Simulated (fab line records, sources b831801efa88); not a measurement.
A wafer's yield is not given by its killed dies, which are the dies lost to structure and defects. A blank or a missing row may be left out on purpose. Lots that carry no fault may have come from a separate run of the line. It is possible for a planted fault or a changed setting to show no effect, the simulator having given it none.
fab line records ; flow sky130
record: lots: 11; wafers: 33; last-day: 50
route steps=708 shown NWELL@78 VT_ADJUST_HVTP@94 VT_ADJUST_LVTN@117 PAD_OPEN@708
lots untouched by any fault: they come from a run of this same line in which no faults occurred
start-h: start of the lot's first displayed wafer, in hours after the record's first day ; wait-h: hours elapsed since this lot's preceding step ; " identical to the entry in the row above ; L1.1+2: a single row standing in for several wafers ; - value missing, or start not given ; * or withheld: withheld ; < > ~ a bound
route shown NAME@n: a module of which the file shows steps, and the number in the route of the first ; usual: average and standard deviation across the fault-free wafers ; same: alike in all rows ; chamber/n: place in a boat ; sites: each site's reading ; _std_site: standard deviation across them ; _edge_site: mean of outer sites minus mean of inner sites ; radius-mm: how far each site lies from the wafer's centre ; mask NAME#n: copy n ; behind: the most recent tool/chamber to have shaped the wafer ; hold: the reason the lot was held/the length of the hold in hours/how it ended ; device: transistor that didn't switch, given as n, p or np ; end of line: the tests these same wafers got at the end of their route ; for a step that has no rows: nothing shown but its recipe ; killed: count of dies lost to structure and defects at first sort (not the wafer's yield) ; map: the dies of a wafer, with x for killed, . for not killed, _ for no die there
set.NAME: the setting the step ran with; set.NAME@STEP: the setting that earlier step ran with ; model.NAME: the simulator's own value behind a step, which no gauge read
route steps across a sampled set of lots; one table per step, one row per wafer
services: the hour from which a tool's chamber was out of use, counted from the record's first day as start-h (under 0 if before that day), plus the number of hours and why
== steps ==
step: SKY_NWELL_STRIP_25
recipe: chemistry: O2/N2; power-w: 1400; pressure-mtorr: 1500; platen-temp-c: withheld; o2-flow-sccm: 3000; n2-flow-sccm: 300; overash-fraction: 0.5
usual: chamber-pressure-mTorr: 1499.9/1.5; drypump-motor-current-A: 5.5/0.49; oes-product-au: 0.722/0.0046; strip-time-to-endpoint-s: 36.97/0.097
lot.wafer;tool;chamber;start-h;wait-h;chamber-pressure-mTorr;drypump-motor-current-A;oes-product-au;rf-hours-counter-h;strip-time-to-endpoint-s
L261.4;plasma-asher-02;0;118.68;0.1;1499.9;5.3;0.712;-;36.79
L261.5;plasma-asher-02;0;118.68;0.1;1499.4;5.3;0.720;-;36.84
L261.6;plasma-asher-02;1;118.68;0.1;1501.5;5.1;0.721;-;36.76
L262.1;plasma-asher-02;0;121.34;0.1;1499.8;5.3;0.726;31;36.90
L262.5;plasma-asher-02;0;121.34;0.1;1497.8;5.3;0.725;-;36.95
L262.6;plasma-asher-02;1;121.34;0.1;1497.9;5.1;0.716;-;36.96
L265.2;plasma-asher-01;0;140.10;0.1;1501.7;6.7;0.724;2;36.93
L265.3;plasma-asher-01;1;140.10;0.1;1499.7;5.8;0.717;-;36.88
L265.6;plasma-asher-01;1;140.10;0.1;1501.0;5.8;0.721;-;36.99
L274.1;plasma-asher-02;0;195.84;0.1;1499.9;5.3;0.724;39;37.07
L274.2;plasma-asher-02;1;195.84;0.1;1500.1;5.1;0.720;39;37.05
L274.4;plasma-asher-02;1;195.84;0.1;1502.6;5.1;0.728;-;36.99
L275.2;plasma-asher-02;0;204.54;0.1;1500.6;5.3;0.726;40;36.97
L275.3;plasma-asher-02;0;204.54;0.1;1501.1;5.3;0.719;-;36.97
L275.5;plasma-asher-02;1;204.54;0.1;1499.6;5.1;0.728;-;36.92
L276.2;plasma-asher-02;0;207.52;0.1;1501.6;5.3;0.722;40;36.99
L276.3;plasma-asher-02;0;207.52;0.1;1498.8;5.3;0.717;-;36.99
L276.6;plasma-asher-02;0;207.52;0.1;1500.0;5.3;0.720;-;36.92
L277.4;plasma-asher-01;0;216.08;0.1;1500.1;6.7;0.722;-;36.75
L277.5;plasma-asher-01;1;216.08;0.1;1499.8;5.8;0.722;-;36.80
L277.6;plasma-asher-01;0;216.08;0.1;1497.5;6.8;0.731;-;36.70
L279.3;plasma-asher-01;0;230.58;0.1;1501.6;6.8;0.727;-;36.97
L279.4;plasma-asher-01;1;230.58;0.1;1499.8;5.8;0.724;-;37.02
L279.5;plasma-asher-01;0;230.58;0.1;1501.2;6.8;0.715;-;37.15
L280.3;plasma-asher-01;0;235.48;0.1;1500.2;6.7;0.725;-;37.01
L280.4;plasma-asher-01;1;235.48;0.1;1500.5;5.8;0.729;-;37.02
L280.6;plasma-asher-01;1;235.48;0.1;1497.1;5.7;0.718;-;36.90
L281.2;plasma-asher-03;0;241.34;0.1;1503.9;5.6;0.715;58;37.09
L281.5;plasma-asher-03;1;241.34;0.1;1501.3;5.3;0.721;-;37.06
L281.6;plasma-asher-03;0;241.34;0.1;1498.4;5.6;0.724;-;37.10
L282.2;plasma-asher-01;1;243.07;0.1;1501.0;5.8;0.722;13;36.96
L282.3;plasma-asher-01;1;243.07;0.1;1500.4;5.8;0.723;-;36.89
L282.5;plasma-asher-01;0;243.07;0.1;1500.1;6.7;0.725;-;36.94
step: SKY_NWELL_TW_MEAS_26
usual: NWELL_2_TW: 492.8/2.2
lot.wafer;tool;chamber;start-h;wait-h;NWELL_2_TW
L261.4;film-metro-01;-;118.77;0.1;493.9
L261.5;film-metro-01;-;118.77;0.1;493.7
L261.6;film-metro-01;-;118.77;0.1;492.8
L262.1;film-metro-03;-;121.44;0.1;490.0
L262.5;film-metro-03;-;121.44;0.1;491.4
L262.6;film-metro-03;-;121.44;0.1;495.6
L265.2;film-metro-04;-;140.21;0.1;494.3
L265.3;film-metro-04;-;140.21;0.1;493.6
L265.6;film-metro-04;-;140.21;0.1;493.2
L274.1;film-metro-01;-;195.94;0.1;493.5
L274.2;film-metro-01;-;195.94;0.1;492.8
L274.4;film-metro-01;-;195.94;0.1;492.9
L275.2;film-metro-03;-;204.65;0.1;488.2
L275.3;film-metro-03;-;204.65;0.1;490.9
L275.5;film-metro-03;-;204.65;0.1;490.3
L276.2;film-metro-01;-;207.63;0.1;489.9
L276.3;film-metro-01;-;207.63;0.1;491.2
L276.6;film-metro-01;-;207.63;0.1;489.6
L277.4;film-metro-04;-;216.17;0.1;492.1
L277.5;film-metro-04;-;216.17;0.1;490.6
L277.6;film-metro-04;-;216.17;0.1;491.2
L279.3;film-metro-03;-;230.66;0.1;491.0
L279.4;film-metro-03;-;230.66;0.1;490.6
L279.5;film-metro-03;-;230.66;0.1;490.4
L280.3;film-metro-03;-;235.56;0.1;492.1
L280.4;film-metro-03;-;235.56;0.1;492.5
L280.6;film-metro-03;-;235.56;0.1;487.6
L281.2;film-metro-01;-;241.45;0.1;490.7
L281.5;film-metro-01;-;241.45;0.1;490.6
L281.6;film-metro-01;-;241.45;0.1;488.0
L282.2;film-metro-03;-;243.18;0.1;491.9
L282.3;film-metro-03;-;243.18;0.1;491.7
L282.5;film-metro-03;-;243.18;0.1;488.8
step: SKY_VT_ADJUST_HVTP_IMPLANT_09
recipe: species: As; energy-kev: 150; dose-cm2: 4.3e+12; tilt-deg: withheld
usual: dose-ions-cm2: 4.301e+12/4.3e+09
lot.wafer;tool;chamber;start-h;wait-h;dose-ions-cm2
L261.4;implanter-02;0;137.99;0.1;4.301e+12
L261.5;implanter-02;0;137.99;0.1;4.296e+12
L261.6;implanter-02;0;137.99;0.1;4.296e+12
L261.4;implanter-02;0;138.31;0.3;4.303e+12
L261.5;implanter-02;0;138.31;0.3;4.295e+12
L261.6;implanter-02;0;138.31;0.3;4.304e+12
L262.1;implanter-01;0;140.06;0.0;4.304e+12
L262.5;implanter-01;0;140.06;0.0;4.306e+12
L262.6;implanter-01;0;140.06;0.0;4.297e+12
L265.2;implanter-03;0;160.12;0.0;4.304e+12
L265.3;implanter-03;0;160.12;0.0;4.304e+12
L265.6;implanter-03;0;160.12;0.0;4.302e+12
L265.2;implanter-03;0;160.43;0.3;4.302e+12
L265.3;implanter-03;0;160.43;0.3;4.3e+12
L265.6;implanter-03;0;160.43;0.3;4.3e+12
L274.1;implanter-03;0;218.16;0.0;4.297e+12
L274.2;implanter-03;0;218.16;0.0;4.296e+12
L274.4;implanter-03;0;218.16;0.0;4.298e+12
L275.2;implanter-01;0;227.14;0.0;4.303e+12
L275.3;implanter-01;0;227.14;0.0;4.298e+12
L275.5;implanter-01;0;227.14;0.0;4.293e+12
L276.2;implanter-01;0;230.02;0.0;4.304e+12
L276.3;implanter-01;0;230.02;0.0;4.307e+12
L276.6;implanter-01;0;230.02;0.0;4.309e+12
L277.4;implanter-03;0;239.47;0.1;4.302e+12
L277.5;implanter-03;0;239.47;0.1;4.3e+12
L277.6;implanter-03;0;239.47;0.1;4.296e+12
L279.3;implanter-03;0;254.51;0.1;4.307e+12
L279.4;implanter-03;0;254.51;0.1;4.304e+12
L279.5;implanter-03;0;254.51;0.1;4.303e+12
L280.3;implanter-02;0;260.11;0.1;4.296e+12
L280.4;implanter-02;0;260.11;0.1;4.304e+12
L280.6;implanter-02;0;260.11;0.1;4.295e+12
L281.2;implanter-02;0;266.14;0.0;4.301e+12
L281.5;implanter-02;0;266.14;0.0;4.301e+12
L281.6;implanter-02;0;266.14;0.0;4.303e+12
L282.2;implanter-02;0;267.72;0.0;4.292e+12
L282.3;implanter-02;0;267.72;0.0;4.299e+12
L282.5;implanter-02;0;267.72;0.0;4.3e+12
step: SKY_VT_ADJUST_HVTP_TW_MEAS_11
usual: VT_ADJUST_HVTP_TW: 1351/9.2
lot.wafer;tool;chamber;start-h;wait-h;VT_ADJUST_HVTP_TW
L261.4;film-metro-03;-;138.58;0.1;1667
L261.5;film-metro-03;-;138.58;0.1;1668
L261.6;film-metro-03;-;138.58;0.1;1674
L262.1;film-metro-02;-;140.31;0.1;1353
L262.5;film-metro-02;-;140.31;0.1;1348
L262.6;film-metro-02;-;140.31;0.1;1364
L265.2;film-metro-04;-;160.67;0.1;1680
L265.3;film-metro-04;-;160.67;0.1;1686
L265.6;film-metro-04;-;160.67;0.1;1680
L274.1;film-metro-04;-;218.41;0.1;1343
L274.2;film-metro-04;-;218.41;0.1;1345
L274.4;film-metro-04;-;218.41;0.1;1345
L275.2;film-metro-02;-;227.37;0.1;1365
L275.3;film-metro-02;-;227.37;0.1;1363
L275.5;film-metro-02;-;227.37;0.1;1365
L276.2;film-metro-04;-;230.25;0.1;1347
L276.3;film-metro-04;-;230.25;0.1;1347
L276.6;film-metro-04;-;230.25;0.1;1351
L277.4;film-metro-02;-;239.67;0.1;1354
L277.5;film-metro-02;-;239.67;0.1;1369
L277.6;film-metro-02;-;239.67;0.1;1360
L279.3;film-metro-02;-;254.73;0.1;1355
L279.4;film-metro-02;-;254.73;0.1;1354
L279.5;film-metro-02;-;254.73;0.1;1352
L280.3;film-metro-03;-;260.33;0.1;1340
L280.4;film-metro-03;-;260.33;0.1;1333
L280.6;film-metro-03;-;260.33;0.1;1334
L281.2;film-metro-02;-;266.37;0.1;1369
L281.5;film-metro-02;-;266.37;0.1;1367
L281.6;film-metro-02;-;266.37;0.1;1372
L282.2;film-metro-04;-;267.95;0.1;1341
L282.3;film-metro-04;-;267.95;0.1;1353
L282.5;film-metro-04;-;267.95;0.1;1354
step: SKY_VT_ADJUST_LVTN_STRIP_20
recipe: chemistry: O2/N2; power-w: 1400; pressure-mtorr: 1500; platen-temp-c: withheld; o2-flow-sccm: 3000; n2-flow-sccm: 300; overash-fraction: 0.5
usual: chamber-pressure-mTorr: 1500.2/1.2; drypump-motor-current-A: 5.9/0.48; oes-product-au: 0.715/0.0048; strip-time-to-endpoint-s: 14.19/0.043
lot.wafer;tool;chamber;start-h;wait-h;chamber-pressure-mTorr;drypump-motor-current-A;oes-product-au;rf-hours-counter-h;strip-time-to-endpoint-s
L261.4;plasma-asher-04;1;178.65;0.1;1499.5;6.1;0.721;-;14.23
L261.5;plasma-asher-04;0;178.65;0.1;1498.8;5.7;0.715;-;14.22
L261.6;plasma-asher-04;1;178.65;0.1;1501.0;6.1;0.714;-;14.19
L262.1;plasma-asher-01;0;180.19;0.1;1500.4;6.7;0.716;7;14.10
L262.5;plasma-asher-01;1;180.19;0.1;1500.6;5.8;0.713;-;14.17
L262.6;plasma-asher-01;0;180.19;0.1;1498.5;6.8;0.723;-;14.13
L265.2;plasma-asher-01;0;202.34;0.1;1500.9;6.8;0.715;9;14.11
L265.3;plasma-asher-01;0;202.34;0.1;1499.7;6.7;0.716;-;14.13
L265.6;plasma-asher-01;1;202.34;0.1;1499.0;5.8;0.712;-;14.16
L274.1;plasma-asher-01;1;265.34;0.1;1501.3;5.8;0.714;15;14.15
L274.2;plasma-asher-01;0;265.34;0.1;1501.0;6.8;0.717;15;14.17
L274.4;plasma-asher-01;0;265.34;0.1;1496.7;6.7;0.718;-;14.14
L275.2;plasma-asher-04;1;274.42;0.1;1499.6;6.1;0.713;54;14.13
L275.3;plasma-asher-04;0;274.42;0.1;1500.1;5.7;0.721;-;14.16
L275.5;plasma-asher-04;1;274.42;0.1;1499.9;6.1;0.714;-;14.16
L276.2;plasma-asher-01;1;276.82;0.1;1500.8;5.8;0.722;17;14.23
L276.3;plasma-asher-01;0;276.82;0.1;1500.2;6.7;0.712;-;14.21
L276.6;plasma-asher-01;1;276.82;0.1;1499.2;5.8;0.710;-;14.17
L277.4;plasma-asher-01;1;288.58;0.1;1501.7;5.8;0.715;-;14.19
L277.5;plasma-asher-01;0;288.58;0.1;1500.6;6.8;0.715;-;14.20
L277.6;plasma-asher-01;1;288.58;0.1;1500.4;5.8;0.713;-;14.19
L279.3;plasma-asher-03;1;304.41;0.1;1504.8;5.3;0.718;-;14.24
L279.4;plasma-asher-03;0;304.41;0.1;1499.6;5.6;0.712;-;14.20
L279.5;plasma-asher-03;0;304.41;0.1;1501.6;5.6;0.718;-;14.22
L280.3;plasma-asher-01;0;311.78;0.1;1500.7;6.8;0.710;-;14.21
L280.4;plasma-asher-01;1;311.78;0.1;1500.2;5.8;0.716;-;14.24
L280.6;plasma-asher-01;1;311.78;0.1;1502.3;5.8;0.717;-;14.21
L281.2;plasma-asher-04;0;316.22;0.1;1499.4;5.7;0.716;57;14.25
L281.5;plasma-asher-04;1;316.22;0.1;1499.3;6.1;0.712;-;14.22
L281.6;plasma-asher-04;0;316.22;0.1;1499.0;5.7;0.719;-;14.27
L282.2;plasma-asher-03;1;319.09;0.1;1499.9;5.3;0.709;65;14.16
L282.3;plasma-asher-03;1;319.09;0.1;1501.1;5.3;0.711;-;14.15
L282.5;plasma-asher-03;0;319.09;0.1;1500.2;5.6;0.720;-;14.12
step: SKY_PAD_OPEN_PROBE_99
usual: killed_at_M0_to_M3: 44/7.2; killed_at_M4_up: 2.9/1.8; killed-at-contacts: 24/5.6; killed-at-front-end: 15/4.2; killed-at-other: 0.4/0.71; killed-dies: 86/9.2; killed-on-rim: 16/3.6; killed-open: 47/7.2; killed-short: 39/5.7
same: gross-dies: 492; killed-at-back-side: 0
lot.wafer;tool;chamber;start-h;wait-h;killed_at_M0_to_M3;killed_at_M4_up;killed-at-contacts;killed-at-front-end;killed-at-other;killed-dies;killed-on-rim;killed-open;killed-short
L262.1;prober-01;-;1095.48;0.1;45;5;18;19;0;87;17;51;35
L262.5;prober-01;-;1095.68;0.2;34;1;31;11;1;78;19;44;34
L262.6;prober-01;-;1095.73;0.2;41;0;19;16;0;76;13;41;35
L274.1;prober-01;-;1166.87;0.1;45;3;26;12;0;86;14;49;37
L274.2;prober-01;-;1166.92;0.1;51;0;46;17;1;115;20;80;35
L274.4;prober-01;-;1167.02;0.2;55;7;25;15;0;102;20;54;48
L280.3;prober-01;-;1197.23;0.2;47;3;21;17;0;88;20;57;31
L280.4;prober-01;-;1197.28;0.2;38;1;17;20;1;77;18;47;29
L280.6;prober-01;-;1197.38;0.2;47;3;23;10;0;83;18;39;44
L281.2;prober-01;-;1200.23;0.1;26;7;32;19;0;84;13;49;33
L281.5;prober-01;-;1200.38;0.2;44;3;29;10;0;86;17;46;40
L281.6;prober-01;-;1200.43;0.2;37;6;25;15;1;84;19;49;32
killed by level:class
L262.1 VIA2:geometric-particle:open=9 VIA1:geometric-particle:open=8 VIA3:geometric-particle:open=7 CONTACT:geometric-particle:open=6 POLY_GATE:geometric-particle:open=5 LI_CONTACT:geometric-particle:open=5 FIELD_ISO:geometric-particle:short=4 METAL3:geometric-particle:short=4
L262.5 CONTACT:geometric-particle:open=14 LOCAL_INTERCONNECT:geometric-particle:short=7 VIA2:geometric-particle:open=7 VIA1:geometric-particle:open=6 METAL2:geometric-particle:short=5 FIELD_ISO:geometric-particle:open=4 LI_CONTACT:geometric-particle:open=4 METAL3:geometric-particle:short=4
L262.6 VIA3:geometric-particle:open=12 LI_CONTACT:geometric-particle:open=8 VIA1:geometric-particle:short=8 POLY_GATE:geometric-particle:short=7 VIA1:geometric-particle:open=7 METAL1:geometric-particle:short=4 POLY_GATE:geometric-particle:open=3 LI_CONTACT:geometric-particle:short=3
L274.1 VIA1:geometric-particle:open=11 CONTACT:geometric-particle:open=10 METAL1:geometric-particle:short=8 LOCAL_INTERCONNECT:geometric-particle:short=6 CONTACT:geometric-particle:short=5 METAL2:geometric-particle:short=4 LI_CONTACT:geometric-particle:open=4 VIA2:geometric-particle:open=4
L274.2 LI_CONTACT:geometric-particle:open=21 VIA1:geometric-particle:open=17 CONTACT:geometric-particle:open=15 VIA3:geometric-particle:open=8 VIA2:geometric-particle:open=6 LOCAL_INTERCONNECT:geometric-particle:short=5 POLY_GATE:geometric-particle:short=4 METAL2:geometric-particle:short=4
L274.4 VIA1:geometric-particle:open=16 CONTACT:geometric-particle:open=11 FIELD_ISO:geometric-particle:short=7 VIA2:geometric-particle:open=7 VIA1:geometric-particle:short=6 METAL1:geometric-particle:short=6 METAL4:geometric-particle:short=5 LI_CONTACT:geometric-particle:short=4
L280.3 VIA2:geometric-particle:open=12 VIA1:geometric-particle:open=10 VIA3:geometric-particle:open=9 LI_CONTACT:geometric-particle:open=7 FIELD_ISO:geometric-particle:open=5 VIA2:geometric-particle:short=5 POLY_GATE:geometric-particle:short=4 LOCAL_INTERCONNECT:geometric-particle:short=4
L280.4 VIA1:geometric-particle:open=9 LI_CONTACT:geometric-particle:open=8 METAL2:geometric-particle:short=6 FIELD_ISO:geometric-particle:open=5 CONTACT:geometric-particle:open=5 VIA2:geometric-particle:open=5 VIA3:geometric-particle:open=5 METAL1:geometric-particle:short=4
L280.6 VIA2:geometric-particle:open=11 METAL1:geometric-particle:short=7 VIA1:geometric-particle:open=7 LI_CONTACT:geometric-particle:short=6 VIA3:geometric-particle:open=6 LI_CONTACT:geometric-particle:open=5 CONTACT:geometric-particle:short=5 CONTACT:geometric-particle:open=5
L281.2 CONTACT:geometric-particle:open=12 FIELD_ISO:geometric-particle:open=10 VIA1:geometric-particle:open=8 LOCAL_INTERCONNECT:geometric-particle:short=8 CONTACT:geometric-particle:short=6 FIELD_ISO:geometric-particle:short=5 VIA3:geometric-particle:open=5 LI_CONTACT:geometric-particle:open=4
L281.5 VIA1:geometric-particle:open=11 CONTACT:geometric-particle:open=10 LI_CONTACT:geometric-particle:open=8 METAL2:geometric-particle:short=6 VIA3:geometric-particle:open=6 CONTACT:geometric-particle:short=5 METAL1:geometric-particle:short=4 VIA2:geometric-particle:short=4
L281.6 CONTACT:geometric-particle:open=10 VIA1:geometric-particle:open=10 VIA2:geometric-particle:open=8 FIELD_ISO:geometric-particle:open=6 VIA1:geometric-particle:short=5 LOCAL_INTERCONNECT:geometric-particle:short=4 CONTACT:geometric-particle:short=4 POLY_GATE:geometric-particle:short=3
== services ==
tool;chamber;start-h;hours;kind
plasma-asher-01;-;108.75;9.0;pm
plasma-asher-01;0;108.75;9.0;vent-cycle
plasma-asher-01;1;108.75;9.0;vent-cycle
plasma-asher-02;-;112.83;1.6;repair
plasma-asher-01;0;117.75;-;clean
plasma-asher-01;1;117.75;-;clean
plasma-asher-04;-;135.27;0.5;repair
implanter-03;-;136.58;1.2;repair
plasma-asher-04;-;144.89;28.1;pm
implanter-03;-;175.60;3.7;repair
implanter-02;-;188.76;2.9;repair
plasma-asher-03;-;204.81;2.8;pm
implanter-03;-;218.61;4.1;pm
implanter-03;-;224.60;1.5;repair
implanter-03;-;245.53;5.1;repair
implanter-03;-;256.21;3.9;repair
plasma-asher-03;-;264.34;5.6;repair
implanter-03;-;270.47;109.0;pm
plasma-asher-02;-;285.37;3.1;repair
plasma-asher-04;-;287.35;3.8;repair
plasma-asher-02;-;297.92;4.2;repair
plasma-asher-01;-;309.62;1.1;repair
== key ==
first-sign: step: SKY_VT_ADJUST_HVTP_IMPLANT_09; reading: visit; direction: added
effect: step: SKY_VT_ADJUST_HVTP_TW_MEAS_11; reading: VT_ADJUST_HVTP_TW; direction: up; sigmas: 35; usual: 1351; struck: 1676
met-at SKY_VT_ADJUST_HVTP_IMPLANT_09
struck-lots L261,L265
tester-left-out L261,L265
not-acting-at SKY_NWELL_STRIP_25,SKY_NWELL_TW_MEAS_26,SKY_VT_ADJUST_LVTN_STRIP_20
fault: kind: repeated-step-whole; tool: implanter-01,implanter-02,implanter-03; chamber: -; onset-h: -; steps: SKY_VT_ADJUST_HVTP_IMPLANT_09; times: 1; scope: struck-lots-only
tester-left-out: of these lots the tester's yield and bins aren't shown, on N5 and GAA mostly nor the transistor test; their killed dies are dies lost to structure and defects alone, not to doping, threshold or leakage, so they don't give the yield
